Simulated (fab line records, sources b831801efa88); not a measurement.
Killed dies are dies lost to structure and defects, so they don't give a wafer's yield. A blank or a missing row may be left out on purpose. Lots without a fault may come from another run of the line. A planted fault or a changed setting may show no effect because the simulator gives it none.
Chamber matching | flow sky130 | SKY_CONTACT_CMP_04 on cmp-02: 4 sister chambers
The step polishes SiO2. 4 wafers are shown with their chamber, then 7 later ones without.

WAFERS WITH THEIR CHAMBER
wafer  | chamber | motor_current_A (A)
L658.1 | 1       | 15.4
L658.6 | 2       | 11.3
L659.1 | 3       | 12.5
L659.2 | 0       | 11.6

WAFERS WITHOUT THEIR CHAMBER
wafer  | motor_current_A (A)
L659.3 | 15.3
L670.1 | 11.4
L670.3 | 12.2
L670.4 | 11.6
L671.1 | 15.3
L671.2 | 11.1
L671.4 | 11.6

WHICH CHAMBER EACH WENT THROUGH
wafer  | from the rows above     | in truth
L659.3 | 1                       | 1
L670.1 | can't be placed: 2 or 0 | 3
L670.3 | can't be placed: 3 or 0 | 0
L670.4 | can't be placed: 0 or 2 | 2
L671.1 | 1                       | 1
L671.2 | can't be placed: 2 or 0 | 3
L671.4 | can't be placed: 0 or 2 | 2
Placed correctly: 2 of 7. Can't be placed from these rows: 5 (the true chamber is among the candidates in 3). Placed wrongly: 0.
How it was worked out, from the rows above alone: a wafer's distance from a chamber is the root of the sum, over the readings, of the square of ((its reading less the chamber's mean) divided by the reading's scatter). The wafer belongs to the nearest chamber; if the next one is less than 2 further off, it can't be placed. A chamber's mean is the mean of its shown wafers. The scatter: with one shown wafer a chamber, the root of the mean of the squares of how far each hidden wafer lies from its nearest shown one.
